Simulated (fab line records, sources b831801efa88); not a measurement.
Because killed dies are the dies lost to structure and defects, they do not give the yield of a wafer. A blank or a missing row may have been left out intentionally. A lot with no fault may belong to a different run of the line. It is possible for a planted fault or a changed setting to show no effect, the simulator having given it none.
Which tool was responsible? ; flow gf180mcu ; 39 wafers from 13 lots sampled at 4 of the route's 602 steps

## WHAT THE GAUGES READ, wafer by wafer
GF_MVSD_OVL_MEAS_07.
lot;measured;on;MVSD_OVL (nm)
L916;day 4 10:59;overlay-02;0.1 -1.9 -0.4
L919;day 5 03:47;overlay-02;-0.6 0.3 0.9
L921;day 5 15:03;overlay-02;3.5 0.8 1.9
L922;day 5 20:44;overlay-02;0.2 -1.1 2.0
L923;day 6 02:32;overlay-02;1.6 0.9 0.3
L924;day 6 10:12;overlay-01;1.0 0.4 0.5
L926;day 6 20:20;overlay-02;0.9 3.9 0.6
L928;day 7 09:23;overlay-01;1.1 2.3 1.0
L930;day 7 19:20;overlay-02;2.9 1.7 1.7
L931;day 8 02:40;overlay-01;1.2 2.0 2.0
L934;day 8 19:29;overlay-02;-0.9 -0.7 -1.0
L938;day 9 16:54;overlay-01;0.2 -1.0 0.0
L939;day 9 23:20;overlay-02;3.0 2.6 1.9

GF_HV_LDD_TW_MEAS_38.
lot;measured;on;HV_LDD_3_TW
L916;day 11 14:10;film metro-01;1443 1442 1442
L919;day 12 09:59;film metro-03;1446 1444 1447
L921;day 13 02:44;film metro-02;1419 1426 1423
L922;day 13 12:10;film metro-03;1374 1369 1369
L923;day 13 17:53;film metro-01;1365 1372 1369
L924;day 14 03:22;film metro-03;1429 1439 1437
L926;day 14 20:07;film metro-01;1371 1374 1381
L928;day 15 14:40;film metro-03;1444 1448 1438
L930;day 16 03:20;film metro-03;1431 1429 1431
L931;day 16 14:29;film metro-03;1432 1436 1429
L934;day 17 09:07;film metro-03;1441 1437 1437
L938;day 18 16:34;film metro-01;1437 1431 1433
L939;day 18 22:35;film metro-03;1432 1441 1431

GF_HV_LDD_RS_MEAS_53: a four-point-probe measurement.
lot;measured;on;HV_LDD_RS (ohm/sq)
L916;day 12 10:05;film metro-02;420.2 420.0 419.8
L919;day 13 05:31;film metro-03;418.3 418.5 418.3
L921;day 13 22:42;film metro-01;418.7 419.3 418.8
L922;day 14 09:05;film metro-01;429.3 429.5 429.3
L923;day 14 14:50;film metro-03;430.7 428.9 428.7
L924;day 15 00:49;film metro-03;420.3 419.9 419.9
L926;day 15 17:20;film metro-03;431.8 431.2 431.3
L928;day 16 12:58;film metro-03;419.0 417.7 418.1
L930;day 17 01:43;film metro-01;417.2 416.8 417.3
L931;day 17 14:11;film metro-03;419.1 418.3 419.3
L934;day 18 09:16;film metro-01;417.9 417.3 418.2
L938;day 19 17:29;film metro-01;419.3 418.5 418.8
L939;day 19 23:27;film metro-02;418.7 418.9 418.6

## WHICH TOOL RAN EACH LOT (tool, then ch and the chambers of the sampled wafers, then the start)
lot;GF_HV_LDD_IMPLANT_34
L916;implanter-01 ch 0, day 11 13:37
L919;implanter-01 ch 0, day 12 09:26
L921;implanter-01 ch 0, day 13 02:13
L922;implanter-01 ch 0, day 13 11:28
L923;implanter-01 ch 0, day 13 17:20
L924;implanter-03 ch 0, day 14 02:50
L926;implanter-01 ch 0, day 14 19:35
L928;implanter-03 ch 0, day 15 14:07
L930;implanter-03 ch 0, day 16 02:47
L931;implanter-02 ch 0, day 16 13:56
L934;implanter-01 ch 0, day 17 08:34
L938;implanter-01 ch 0, day 18 16:02
L939;implanter-01 ch 0, day 18 22:05
- GF_HV_LDD_IMPLANT_34

## WHAT THE TOOLS THEMSELVES READ (means of the sampled wafers that have a number; where no wafer has one, the mark that the record gives instead)
GF_HV_LDD_IMPLANT_34.
lot;tool;beam on s (s);dose ions cm2;faraday current uA;rotation deg (degrees)
L916;implanter-01;9.88;7.503e+12;42.9;89.99
L919;implanter-01;10.04;7.496e+12;42.0;90.01
L921;implanter-01;9.90;7.500e+12;42.8;90.02
L922;implanter-01;9.88;3.372e+12;19.3;89.98
L923;implanter-01;9.82;3.383e+12;19.4;89.99
L924;implanter-03;9.95;7.492e+12;42.5;90.03
L926;implanter-01;9.93;3.376e+12;19.2;89.98
L928;implanter-03;9.84;7.508e+12;43.1;90.00
L930;implanter-03;9.99;7.502e+12;42.4;90.00
L931;implanter-02;10.00;7.499e+12;42.1;89.98
L934;implanter-01;9.85;7.498e+12;43.0;90.04
L938;implanter-01;10.09;7.501e+12;41.8;89.98
L939;implanter-01;9.93;7.496e+12;42.5;90.02

## THE ANSWER, worked out from the rows above alone
Rule: the lots themselves supply what counts as usual. Put in order of their means at a reading, lots are off if they are a third of the lots or fewer, leave a main group of 4 or more, and stand apart from it by a gap of 3 or more times the standard deviation of the main group's means; of several such gaps the widest counts. Not used: any main group whose means are identical at the precision the tables above print for the reading. A lot without any number at a reading at which 4 lots or more have one is off too. The other lots that the step has rows for count as sound. Order of review: gauges by route order, followed by the tools' own readings, for which a lot's mean as printed above is used. The first step at which some lot is off is used, and at that step the reading that is off furthest; a lot without a number counts as furthest.
Off: L922, L923, L926, at GF_HV_LDD_TW_MEAS_38 (HV_LDD_3_TW). The main group has a mean of 1436 with a standard deviation of 6.5.
If a tool, at a process step before that reading, ran all the lots that are off and no sound lot after the first of them, it fits. The gauges at GF_HV_LDD_TW_MEAS_38 aren't tried: what is off there is off at GF_HV_LDD_IMPLANT_34 too, on other tools, and a gauge's error can't cause that. Of those tried, none fits.

## WHAT THE SIMULATOR PUT IN
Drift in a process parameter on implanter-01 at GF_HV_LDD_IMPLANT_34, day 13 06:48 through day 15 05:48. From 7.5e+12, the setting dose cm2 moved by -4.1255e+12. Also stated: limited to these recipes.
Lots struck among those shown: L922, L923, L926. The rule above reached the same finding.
